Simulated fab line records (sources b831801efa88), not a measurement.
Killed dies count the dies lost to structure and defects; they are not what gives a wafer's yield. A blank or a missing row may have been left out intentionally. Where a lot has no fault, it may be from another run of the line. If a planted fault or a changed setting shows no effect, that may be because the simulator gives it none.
Matching of chambers || flow sky130 || SKY_VIA4_ETCH_12 on rie_diel-01: 4 sister chambers
The step etches SiO2 in C4F8/O2/Ar, stops on TiN, target depth 580 nm. 14 wafers are shown with their chamber, then 7 later ones without.

== WAFERS PAIRED WITH THEIR CHAMBERS ==
{"wafer": "L455.3", "chamber": 0, "oes_product_au (a.u.)": 0.932, "rf_fwd_power_W (W)": 1491}
{"wafer": "L455.4", "chamber": 1, "oes_product_au (a.u.)": 0.934, "rf_fwd_power_W (W)": 1487}
{"wafer": "L455.5", "chamber": 3, "oes_product_au (a.u.)": 0.935, "rf_fwd_power_W (W)": 1494}
{"wafer": "L456.3", "chamber": 0, "oes_product_au (a.u.)": 0.934, "rf_fwd_power_W (W)": 1494}
{"wafer": "L456.5", "chamber": 2, "oes_product_au (a.u.)": 0.924, "rf_fwd_power_W (W)": 1483}
{"wafer": "L456.6", "chamber": 3, "oes_product_au (a.u.)": 0.921, "rf_fwd_power_W (W)": 1495}
{"wafer": "L458.1", "chamber": 2, "oes_product_au (a.u.)": 0.922, "rf_fwd_power_W (W)": 1496}
{"wafer": "L458.3", "chamber": 3, "oes_product_au (a.u.)": 0.932, "rf_fwd_power_W (W)": 1494}
{"wafer": "L458.5", "chamber": 3, "oes_product_au (a.u.)": 0.926, "rf_fwd_power_W (W)": 1488}
{"wafer": "L459.1", "chamber": 2, "oes_product_au (a.u.)": 0.930, "rf_fwd_power_W (W)": 1493}
{"wafer": "L459.3", "chamber": 1, "oes_product_au (a.u.)": 0.921, "rf_fwd_power_W (W)": 1488}
{"wafer": "L459.5", "chamber": 1, "oes_product_au (a.u.)": 0.927, "rf_fwd_power_W (W)": 1491}
{"wafer": "L460.3", "chamber": 3, "oes_product_au (a.u.)": 0.931, "rf_fwd_power_W (W)": 1484}
{"wafer": "L460.4", "chamber": 0, "oes_product_au (a.u.)": 0.930, "rf_fwd_power_W (W)": 1499}

SIGNATURES, as means of the wafers listed above
{"reading": "oes_product_au", "chamber 0": 0.93200, "chamber 1": 0.92733, "chamber 2": 0.92533, "chamber 3": 0.92900, "scatter within a chamber": 0.00499}
{"reading": "rf_fwd_power_W", "chamber 0": 1494.67, "chamber 1": 1488.67, "chamber 2": 1490.67, "chamber 3": 1491.00, "scatter within a chamber": 4.75}
Rule: a wafer lies at a distance from a chamber equal to the root of the sum of squares, over the readings, of (its reading less the chamber's mean, divided by the reading's scatter). The wafer belongs to the nearest chamber; if the next one is less than 2 further off, it can't be placed. The scatter: the root of (the sum of the squares of (reading less its chamber's mean) over the shown wafers, divided by (wafers less chambers)).

== WAFERS WHOSE CHAMBER IS MISSING ==
{"wafer": "L460.6", "oes_product_au (a.u.)": 0.925, "rf_fwd_power_W (W)": 1492}
{"wafer": "L467.2", "oes_product_au (a.u.)": 0.924, "rf_fwd_power_W (W)": 1492}
{"wafer": "L467.3", "oes_product_au (a.u.)": 0.928, "rf_fwd_power_W (W)": 1485}
{"wafer": "L467.4", "oes_product_au (a.u.)": 0.918, "rf_fwd_power_W (W)": 1488}
{"wafer": "L468.4", "oes_product_au (a.u.)": 0.914, "rf_fwd_power_W (W)": 1495}
{"wafer": "L468.5", "oes_product_au (a.u.)": 0.926, "rf_fwd_power_W (W)": 1485}
{"wafer": "L468.6", "oes_product_au (a.u.)": 0.927, "rf_fwd_power_W (W)": 1495}

== THE CHAMBER EACH PASSED THROUGH ==
{"wafer": "L460.6", "from the rows above": "can't be placed: 2 or 3 or 1 or 0", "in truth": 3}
{"wafer": "L467.2", "from the rows above": "can't be placed: 2 or 1 or 3 or 0", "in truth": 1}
{"wafer": "L467.3", "from the rows above": "can't be placed: 1 or 3 or 2 or 0", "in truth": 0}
{"wafer": "L467.4", "from the rows above": "can't be placed: 2 or 1 or 3 or 0", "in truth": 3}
{"wafer": "L468.4", "from the rows above": "can't be placed: 2 or 1 or 3 or 0", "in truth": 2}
{"wafer": "L468.5", "from the rows above": "can't be placed: 1 or 2 or 3 or 0", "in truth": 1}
{"wafer": "L468.6", "from the rows above": "can't be placed: 3 or 2 or 0 or 1", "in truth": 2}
Correct placement for 0 of the 7. Cannot be placed on the basis of these rows: 7; the candidates contain the true chamber in 7. Wrongly placed: 0.
